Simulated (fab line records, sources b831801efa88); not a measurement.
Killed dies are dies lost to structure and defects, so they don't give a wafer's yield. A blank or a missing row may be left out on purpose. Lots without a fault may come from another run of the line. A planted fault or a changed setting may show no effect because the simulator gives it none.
A sampling plan put to the test | flow sky130 | one fab line, 52 faults that these records tell of, each judged on the records of the lots that it struck
The plan is the line's own looks: the steps of the route at which a gauge or an inspection reads the wafer and doesn't change it. A look can be judged if struck wafers have a number there and the file gives its usual mean and standard deviation on fault-free wafers. Caught: at a look after the fault's first step, the mean of the struck wafers lies 4 or more of those standard deviations (sigma) from the usual mean. On the tool: the same test on the tool's own readings at the fault's steps. Another recipe on the struck wafers, or a record that is blank for them alone, also counts as caught.

THE FAULTS, as the simulator had put them in
1. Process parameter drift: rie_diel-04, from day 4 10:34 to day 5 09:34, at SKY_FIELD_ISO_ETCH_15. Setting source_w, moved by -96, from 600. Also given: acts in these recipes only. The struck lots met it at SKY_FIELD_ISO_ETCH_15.
2. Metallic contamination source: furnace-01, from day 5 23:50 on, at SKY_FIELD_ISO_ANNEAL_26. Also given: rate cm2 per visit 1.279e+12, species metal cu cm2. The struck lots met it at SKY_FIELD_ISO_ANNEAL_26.
3. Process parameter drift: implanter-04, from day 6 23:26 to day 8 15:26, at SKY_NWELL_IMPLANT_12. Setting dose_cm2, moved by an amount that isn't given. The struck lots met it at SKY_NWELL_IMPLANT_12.
4. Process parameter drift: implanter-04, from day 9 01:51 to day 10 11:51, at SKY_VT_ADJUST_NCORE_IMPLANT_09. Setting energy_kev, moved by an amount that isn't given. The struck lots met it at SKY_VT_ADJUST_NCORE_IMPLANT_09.
5. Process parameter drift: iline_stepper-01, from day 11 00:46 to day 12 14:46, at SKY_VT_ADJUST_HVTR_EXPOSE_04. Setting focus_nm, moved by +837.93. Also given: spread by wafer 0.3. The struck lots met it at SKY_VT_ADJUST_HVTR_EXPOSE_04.
6. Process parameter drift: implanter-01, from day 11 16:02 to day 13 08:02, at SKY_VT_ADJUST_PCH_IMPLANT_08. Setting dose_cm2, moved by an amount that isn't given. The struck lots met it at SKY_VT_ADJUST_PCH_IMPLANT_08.
7. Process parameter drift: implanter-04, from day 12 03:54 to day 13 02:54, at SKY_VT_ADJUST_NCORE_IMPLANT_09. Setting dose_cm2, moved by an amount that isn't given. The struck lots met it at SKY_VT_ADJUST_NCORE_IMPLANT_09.
8. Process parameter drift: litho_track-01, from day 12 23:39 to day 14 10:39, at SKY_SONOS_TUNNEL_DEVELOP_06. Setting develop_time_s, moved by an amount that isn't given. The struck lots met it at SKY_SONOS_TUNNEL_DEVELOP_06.
9. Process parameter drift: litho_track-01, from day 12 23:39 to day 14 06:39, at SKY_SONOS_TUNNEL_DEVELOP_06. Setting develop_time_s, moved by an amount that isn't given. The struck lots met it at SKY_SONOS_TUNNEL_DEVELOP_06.
10. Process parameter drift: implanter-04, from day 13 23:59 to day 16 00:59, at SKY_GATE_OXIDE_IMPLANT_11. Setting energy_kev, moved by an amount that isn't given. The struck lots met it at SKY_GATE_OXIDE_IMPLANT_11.
11. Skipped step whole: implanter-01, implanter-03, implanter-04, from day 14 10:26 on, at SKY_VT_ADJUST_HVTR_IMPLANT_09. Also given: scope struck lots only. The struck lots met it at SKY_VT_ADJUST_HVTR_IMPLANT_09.
12. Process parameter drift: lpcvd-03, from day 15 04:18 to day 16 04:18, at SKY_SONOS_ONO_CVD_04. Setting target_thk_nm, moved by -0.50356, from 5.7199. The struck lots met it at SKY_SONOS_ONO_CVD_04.
13. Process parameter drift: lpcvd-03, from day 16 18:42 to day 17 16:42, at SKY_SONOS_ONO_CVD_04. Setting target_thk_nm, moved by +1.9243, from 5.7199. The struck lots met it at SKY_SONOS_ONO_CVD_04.
14. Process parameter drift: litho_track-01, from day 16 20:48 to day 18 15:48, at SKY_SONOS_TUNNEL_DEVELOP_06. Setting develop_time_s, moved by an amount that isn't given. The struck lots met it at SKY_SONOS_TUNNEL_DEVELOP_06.
15. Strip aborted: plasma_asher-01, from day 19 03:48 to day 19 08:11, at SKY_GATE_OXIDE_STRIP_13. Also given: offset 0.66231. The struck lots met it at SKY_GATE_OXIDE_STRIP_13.
16. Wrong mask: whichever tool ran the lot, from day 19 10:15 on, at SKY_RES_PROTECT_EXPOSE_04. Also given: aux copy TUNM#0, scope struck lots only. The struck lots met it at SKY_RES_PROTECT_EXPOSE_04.
17. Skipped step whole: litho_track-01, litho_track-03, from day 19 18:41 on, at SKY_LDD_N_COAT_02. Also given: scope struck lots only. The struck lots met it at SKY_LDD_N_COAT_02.
18. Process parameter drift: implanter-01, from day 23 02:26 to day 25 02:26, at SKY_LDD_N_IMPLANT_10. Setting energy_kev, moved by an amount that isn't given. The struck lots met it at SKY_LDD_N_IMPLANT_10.
19. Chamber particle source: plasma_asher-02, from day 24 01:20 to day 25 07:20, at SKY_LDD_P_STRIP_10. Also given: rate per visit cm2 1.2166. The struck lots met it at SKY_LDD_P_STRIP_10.
20. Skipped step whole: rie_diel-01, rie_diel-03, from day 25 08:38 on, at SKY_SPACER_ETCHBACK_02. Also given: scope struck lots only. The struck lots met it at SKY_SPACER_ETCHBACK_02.
21. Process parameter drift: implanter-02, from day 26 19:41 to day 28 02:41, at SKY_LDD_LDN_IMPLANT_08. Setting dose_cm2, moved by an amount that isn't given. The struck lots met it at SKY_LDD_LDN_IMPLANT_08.
22. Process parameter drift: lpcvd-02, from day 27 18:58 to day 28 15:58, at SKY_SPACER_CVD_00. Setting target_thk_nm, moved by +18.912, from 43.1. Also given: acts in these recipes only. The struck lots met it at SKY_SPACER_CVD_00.
23. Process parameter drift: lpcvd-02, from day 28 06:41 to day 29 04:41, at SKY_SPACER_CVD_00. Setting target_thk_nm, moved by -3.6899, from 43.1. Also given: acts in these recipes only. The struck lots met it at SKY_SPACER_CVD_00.
24. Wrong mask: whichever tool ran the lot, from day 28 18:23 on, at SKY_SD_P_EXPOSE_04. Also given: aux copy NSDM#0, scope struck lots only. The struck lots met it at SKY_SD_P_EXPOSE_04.
25. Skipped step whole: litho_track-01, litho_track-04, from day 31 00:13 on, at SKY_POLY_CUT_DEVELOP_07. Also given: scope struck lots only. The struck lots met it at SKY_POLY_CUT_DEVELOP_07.
26. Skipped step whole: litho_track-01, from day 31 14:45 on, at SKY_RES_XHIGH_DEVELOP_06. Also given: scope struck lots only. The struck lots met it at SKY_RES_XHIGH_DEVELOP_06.
27. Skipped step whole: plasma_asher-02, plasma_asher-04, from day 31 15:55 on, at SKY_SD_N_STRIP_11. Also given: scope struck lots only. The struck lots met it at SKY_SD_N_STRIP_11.
28. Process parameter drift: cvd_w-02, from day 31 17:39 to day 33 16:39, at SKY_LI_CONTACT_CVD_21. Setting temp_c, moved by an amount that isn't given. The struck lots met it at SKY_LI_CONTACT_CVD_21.
29. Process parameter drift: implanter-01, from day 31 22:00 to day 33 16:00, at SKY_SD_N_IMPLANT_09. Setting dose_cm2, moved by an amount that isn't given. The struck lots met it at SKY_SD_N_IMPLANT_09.
30. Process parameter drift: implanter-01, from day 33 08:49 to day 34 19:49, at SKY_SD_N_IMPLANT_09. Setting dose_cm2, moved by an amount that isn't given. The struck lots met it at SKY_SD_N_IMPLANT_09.
31. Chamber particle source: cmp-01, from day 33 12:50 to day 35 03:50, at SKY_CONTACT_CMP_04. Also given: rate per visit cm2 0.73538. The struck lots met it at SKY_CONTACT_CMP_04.
32. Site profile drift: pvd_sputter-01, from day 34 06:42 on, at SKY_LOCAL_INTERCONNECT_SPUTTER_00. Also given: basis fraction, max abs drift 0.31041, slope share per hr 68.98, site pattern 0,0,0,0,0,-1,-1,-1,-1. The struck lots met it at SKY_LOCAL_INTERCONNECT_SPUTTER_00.
33. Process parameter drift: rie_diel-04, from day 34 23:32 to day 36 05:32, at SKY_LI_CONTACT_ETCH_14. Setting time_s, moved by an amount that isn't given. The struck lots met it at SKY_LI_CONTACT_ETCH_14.
34. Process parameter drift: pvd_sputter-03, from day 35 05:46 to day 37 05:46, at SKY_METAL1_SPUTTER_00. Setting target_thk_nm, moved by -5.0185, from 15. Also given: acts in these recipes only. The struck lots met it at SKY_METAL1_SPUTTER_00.
35. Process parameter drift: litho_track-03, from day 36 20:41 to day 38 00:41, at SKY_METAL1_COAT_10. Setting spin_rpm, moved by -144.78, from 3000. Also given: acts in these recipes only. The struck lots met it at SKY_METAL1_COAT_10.
36. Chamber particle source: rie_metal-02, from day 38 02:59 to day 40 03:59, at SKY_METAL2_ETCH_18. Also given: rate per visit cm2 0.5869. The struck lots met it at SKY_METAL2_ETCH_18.
37. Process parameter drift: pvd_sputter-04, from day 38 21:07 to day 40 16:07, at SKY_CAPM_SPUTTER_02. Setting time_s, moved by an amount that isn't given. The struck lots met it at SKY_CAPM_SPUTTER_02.
38. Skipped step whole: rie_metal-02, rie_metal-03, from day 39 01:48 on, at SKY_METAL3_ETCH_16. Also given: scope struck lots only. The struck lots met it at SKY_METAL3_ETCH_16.
39. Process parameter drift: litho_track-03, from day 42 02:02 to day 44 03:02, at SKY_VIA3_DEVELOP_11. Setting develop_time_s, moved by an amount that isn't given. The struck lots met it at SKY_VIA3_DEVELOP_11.
40. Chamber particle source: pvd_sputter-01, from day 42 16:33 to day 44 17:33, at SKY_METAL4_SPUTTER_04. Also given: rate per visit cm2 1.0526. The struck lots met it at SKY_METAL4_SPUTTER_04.
41. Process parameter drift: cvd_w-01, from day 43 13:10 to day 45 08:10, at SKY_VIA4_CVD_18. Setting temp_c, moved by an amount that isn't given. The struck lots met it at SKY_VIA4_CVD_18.
42. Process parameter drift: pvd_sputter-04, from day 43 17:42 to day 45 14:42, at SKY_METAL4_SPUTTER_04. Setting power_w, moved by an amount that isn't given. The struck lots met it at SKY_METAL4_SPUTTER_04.
43. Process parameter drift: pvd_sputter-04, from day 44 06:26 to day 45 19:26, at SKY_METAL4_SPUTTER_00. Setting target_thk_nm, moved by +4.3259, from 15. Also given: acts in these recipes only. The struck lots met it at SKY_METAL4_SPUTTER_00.
44. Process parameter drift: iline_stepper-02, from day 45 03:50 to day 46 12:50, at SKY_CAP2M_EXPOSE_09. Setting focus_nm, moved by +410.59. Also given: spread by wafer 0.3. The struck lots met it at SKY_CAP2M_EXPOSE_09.
45. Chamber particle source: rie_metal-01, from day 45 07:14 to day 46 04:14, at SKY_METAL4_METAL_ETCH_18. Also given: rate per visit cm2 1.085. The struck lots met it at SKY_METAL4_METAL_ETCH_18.
46. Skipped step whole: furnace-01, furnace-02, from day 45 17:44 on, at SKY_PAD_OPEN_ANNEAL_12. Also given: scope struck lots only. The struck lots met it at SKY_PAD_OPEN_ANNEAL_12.
47. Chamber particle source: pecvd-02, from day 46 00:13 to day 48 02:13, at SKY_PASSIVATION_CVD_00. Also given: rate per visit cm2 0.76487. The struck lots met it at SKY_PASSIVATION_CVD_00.
48. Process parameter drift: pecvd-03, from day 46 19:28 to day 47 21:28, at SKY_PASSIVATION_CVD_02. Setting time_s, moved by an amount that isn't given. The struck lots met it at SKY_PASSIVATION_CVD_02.
49. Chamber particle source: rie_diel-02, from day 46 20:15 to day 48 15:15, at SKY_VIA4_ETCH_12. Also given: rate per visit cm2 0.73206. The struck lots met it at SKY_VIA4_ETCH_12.
50. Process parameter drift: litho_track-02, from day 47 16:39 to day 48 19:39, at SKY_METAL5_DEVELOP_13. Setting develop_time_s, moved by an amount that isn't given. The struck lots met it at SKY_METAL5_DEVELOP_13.
51. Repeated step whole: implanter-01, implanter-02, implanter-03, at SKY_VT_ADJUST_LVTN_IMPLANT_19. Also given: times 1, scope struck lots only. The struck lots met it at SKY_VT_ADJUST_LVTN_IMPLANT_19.
52. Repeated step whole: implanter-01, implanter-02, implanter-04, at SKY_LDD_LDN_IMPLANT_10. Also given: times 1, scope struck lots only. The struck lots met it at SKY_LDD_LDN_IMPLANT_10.

WHAT THE PLAN SAW
fault | on the tool itself                               | first look that catches it                      | reading, sigma                                                        | median hours from its first step to that look | hours from the fault's start to the first struck lot there | judged looks passed uncaught
1     | rf_fwd_power_W -40 sigma                         | no look after it can be judged                  | -                                                                     | -                                             | -                                                          | 0
2     | under 2 sigma                                    | none of the 4 looks that can be judged after it | -                                                                     | -                                             | -                                                          | 4
3     | dose_ions_cm2 +99 or beyond sigma                | none of the 2 looks that can be judged after it | strongest: NWELL_RS at SKY_NWELL_RS_MEAS_29, -2.4                     | -                                             | -                                                          | 2
4     | beam_energy_keV -80 sigma                        | no look after it can be judged                  | -                                                                     | -                                             | -                                                          | 0
5     | no reading that can be judged                    | SKY_VT_ADJUST_HVTR_CD_MEAS_07                   | cd_nm -6.1                                                            | 11.9                                          | 16                                                         | 0
6     | dose_ions_cm2 -99 or beyond sigma                | SKY_VT_ADJUST_PCH_TW_MEAS_10                    | VT_ADJUST_PCH_TW -10                                                  | 0.2                                           | 16                                                         | 0
7     | dose_ions_cm2 -75 sigma                          | not the one look that can be judged after it    | strongest: VT_ADJUST_NCORE_TW at SKY_VT_ADJUST_NCORE_TW_MEAS_11, -3.7 | -                                             | -                                                          | 1
8     | no reading that can be judged                    | SKY_SONOS_TUNNEL_CD_MEAS_07                     | cd_nm -7.1                                                            | 0.1                                           | 10                                                         | 0
9     | no reading that can be judged                    | SKY_SONOS_TUNNEL_TW_MEAS_12                     | SONOS_TUNNEL_TW -41                                                   | 0.8                                           | 11                                                         | 0
10    | beam_energy_keV -99 or beyond sigma              | no look after it can be judged                  | -                                                                     | -                                             | -                                                          | 0
11    | the tool's record is blank for the struck wafers | SKY_VT_ADJUST_HVTR_TW_MEAS_11                   | VT_ADJUST_HVTR_TW -43                                                 | 0.2                                           | 1                                                          | 0
12    | under 2 sigma                                    | none of the 2 looks that can be judged after it | strongest: SONOS_ONO_CVD_04_THK at SKY_SONOS_ONO_THK_MEAS_05, -3.9    | -                                             | -                                                          | 2
13    | under 2 sigma                                    | SKY_SONOS_ONO_THK_MEAS_05                       | SONOS_ONO_CVD_04_THK +14                                              | 1.2                                           | 3                                                          | 0
14    | under 2 sigma                                    | SKY_SONOS_TUNNEL_CD_MEAS_07                     | cd_nm +8.1                                                            | 0.1                                           | 3                                                          | 0
15    | oes_product_au +51 sigma                         | no look after it can be judged                  | -                                                                     | -                                             | -                                                          | 0
16    | no reading that can be judged                    | SKY_RES_PROTECT_TW_MEAS_08                      | POLY_GATE_TW -48                                                      | 15.9                                          | 23                                                         | 0
17    | the tool's record is blank for the struck wafers | SKY_LDD_P_TW_MEAS_11                            | LDD_P_TW +99 or beyond                                                | 46.2                                          | 49                                                         | 0
18    | beam_energy_keV -99 or beyond sigma              | no look after it can be judged                  | -                                                                     | -                                             | -                                                          | 0
19    | under 2 sigma                                    | not the one look that can be judged after it    | -                                                                     | -                                             | -                                                          | 1
20    | the tool's record is blank for the struck wafers | no look after it can be judged                  | -                                                                     | -                                             | -                                                          | 0
21    | dose_ions_cm2 -99 or beyond sigma                | SKY_LDD_LDN_TW_MEAS_13                          | LDD_LDN_TW -4.5                                                       | 0.7                                           | 15                                                         | 0
22    | under 2 sigma                                    | SKY_SPACER_THK_MEAS_01                          | SPACER_CVD_00_THK +51                                                 | 1.2                                           | 7                                                          | 0
23    | under 2 sigma                                    | SKY_SPACER_THK_MEAS_01                          | SPACER_CVD_00_THK -9.4                                                | 1.2                                           | 5                                                          | 0
24    | no reading that can be judged                    | SKY_SD_P_TW_MEAS_11                             | SD_P_TW -48                                                           | 14.1                                          | 25                                                         | 0
25    | no reading that can be judged                    | no look after it can be judged                  | -                                                                     | -                                             | -                                                          | 0
26    | the tool's record is blank for the struck wafers | SKY_RES_XHIGH_TW_MEAS_09                        | RES_XHIGH_TW -48                                                      | 0.4                                           | 1                                                          | 0
27    | the tool's record is blank for the struck wafers | not the one look that can be judged after it    | -                                                                     | -                                             | -                                                          | 1
28    | susceptor_temp_C -27 sigma                       | SKY_LI_CONTACT_RS_MEAS_22                       | LI_CONTACT_W_RS +8.8                                                  | 0.2                                           | 13                                                         | 0
29    | dose_ions_cm2 +99 or beyond sigma                | SKY_SD_N_RS_MEAS_16                             | SD_N_RS -20                                                           | 0.7                                           | 21                                                         | 0
30    | dose_ions_cm2 -71 sigma                          | SKY_SD_N_RS_MEAS_16                             | SD_N_RS +5.9                                                          | 0.7                                           | 2                                                          | 0
31    | under 2 sigma                                    | none of the 2 looks that can be judged after it | -                                                                     | -                                             | -                                                          | 2
32    | under 2 sigma                                    | SKY_LOCAL_INTERCONNECT_RS_MEAS_01               | LOCAL_INTERCONNECT_TIN_RS +21                                         | 0.1                                           | 7                                                          | 0
33    | run_length_s -65 sigma                           | not the one look that can be judged after it    | -                                                                     | -                                             | -                                                          | 1
34    | under 2 sigma                                    | no look after it can be judged                  | -                                                                     | -                                             | -                                                          | 0
35    | spin_speed_rpm -76 sigma                         | none of the 2 looks that can be judged after it | -                                                                     | -                                             | -                                                          | 2
36    | under 2 sigma                                    | none of the 2 looks that can be judged after it | -                                                                     | -                                             | -                                                          | 2
37    | under 2 sigma                                    | SKY_CAPM_RS_MEAS_03                             | CAPM_TIN_RS +6.2                                                      | 0.1                                           | 9                                                          | 0
38    | the tool's record is blank for the struck wafers | no look after it can be judged                  | -                                                                     | -                                             | -                                                          | 0
39    | no reading that can be judged                    | none of the 2 looks that can be judged after it | -                                                                     | -                                             | -                                                          | 2
40    | under 2 sigma                                    | not the one look that can be judged after it    | -                                                                     | -                                             | -                                                          | 1
41    | susceptor_temp_C +95 sigma                       | SKY_VIA4_RS_MEAS_19                             | VIA4_W_RS -33                                                         | 0.2                                           | 4                                                          | 0
42    | cathode_dc_power_W +99 or beyond sigma           | no look after it can be judged                  | -                                                                     | -                                             | -                                                          | 0
43    | under 2 sigma                                    | no look after it can be judged                  | -                                                                     | -                                             | -                                                          | 0
44    | no reading that can be judged                    | not the one look that can be judged after it    | -                                                                     | -                                             | -                                                          | 1
45    | under 2 sigma                                    | no look after it can be judged                  | -                                                                     | -                                             | -                                                          | 0
46    | the tool's record is blank for the struck wafers | SKY_PAD_OPEN_BOW_MEAS_13                        | PAD_OPEN_BOW +5.4                                                     | 1.5                                           | 8                                                          | 0
47    | under 2 sigma                                    | no look after it can be judged                  | -                                                                     | -                                             | -                                                          | 0
48    | under 2 sigma                                    | SKY_PASSIVATION_THK_MEAS_03                     | PASSIVATION_CVD_02_THK +49                                            | 0.2                                           | 9                                                          | 0
49    | under 2 sigma                                    | no look after it can be judged                  | -                                                                     | -                                             | -                                                          | 0
50    | no reading that can be judged                    | no look after it can be judged                  | -                                                                     | -                                             | -                                                          | 0
51    | no reading that can be judged                    | SKY_VT_ADJUST_LVTN_TW_MEAS_21                   | VT_ADJUST_LVTN_2_TW +9.5                                              | 0.6                                           | -                                                          | 0
52    | under 2 sigma                                    | SKY_LDD_LDN_TW_MEAS_13                          | LDD_LDN_TW +11                                                        | 0.9                                           | -                                                          | 0
A dash: the fault isn't caught, or these records don't give the number.

Caught at a look: 24 of 52. Caught on the tool: 23 of 52. By one or the other: 37 of 52.
Caught on the tool alone: faults 1, 3, 4, 7, 10, 15, 18, 20, 27, 33, 35, 38, 42.
Caught at a look alone: faults 5, 8, 9, 13, 14, 16, 22, 23, 24, 32, 37, 48, 51, 52.
Caught by neither: faults 2, 12, 19, 25, 31, 34, 36, 39, 40, 43, 44, 45, 47, 49, 50.

THINNER SAMPLING
If the look that catches a fault measured only every second or every third lot, by lot number, the first struck lot would be measured this late in the worst case:
fault | struck lots at that look, in order of time | every lot | every second lot | every third lot
5     | L866, L867                                 | 16 h      | 16 h             | may miss all 2
6     | L660, L661                                 | 16 h      | 25 h             | may miss all 2
8     | L514, L515                                 | 10 h      | 19 h             | may miss all 2
9     | L463, L464                                 | 11 h      | 19 h             | may miss all 2
11    | L202, L204, L206                           | 1 h       | may miss all 3   | 23 h
13    | L567, L566, L568                           | 3 h       | 5 h              | 10 h
14    | L893, L895                                 | 3 h       | may miss all 2   | may miss all 2
16    | L843                                       | 23 h      | may miss it      | may miss it
17    | L947, L948, L949                           | 49 h      | 65 h             | 70 h
21    | L287, L286                                 | 15 h      | 16 h             | may miss all 2
22    | L370, L369, L371                           | 7 h       | 9 h              | 16 h
23    | L961, L962                                 | 5 h       | 11 h             | may miss all 2
24    | L517                                       | 25 h      | may miss it      | may miss it
26    | L570, L572                                 | 1 h       | may miss all 2   | may miss all 2
28    | L240, L242                                 | 13 h      | may miss all 2   | may miss all 2
29    | L506, L508                                 | 21 h      | may miss all 2   | may miss all 2
30    | L524, L527                                 | 2 h       | 28 h             | may miss all 2
32    | L335, L339                                 | 7 h       | may miss all 2   | may miss all 2
37    | L468, L469                                 | 9 h       | 13 h             | may miss all 2
41    | L625, L627                                 | 4 h       | may miss all 2   | may miss all 2
46    | L589, L590, L591                           | 8 h       | 12 h             | 21 h
48    | L862, L861                                 | 9 h       | 10 h             | may miss all 2
Hours are from the fault's start to the first struck lot that is measured. The limit of 4 sigma was tested on all struck wafers together, so one lot alone may lie under it. Other struck lots may not be in these records.

THE LONGEST TIMED WAY FROM STEP TO LOOK
Fault 17: a median of 46.2 hours passes between SKY_LDD_N_COAT_02 and SKY_LDD_P_TW_MEAS_11. No look between them can be judged.
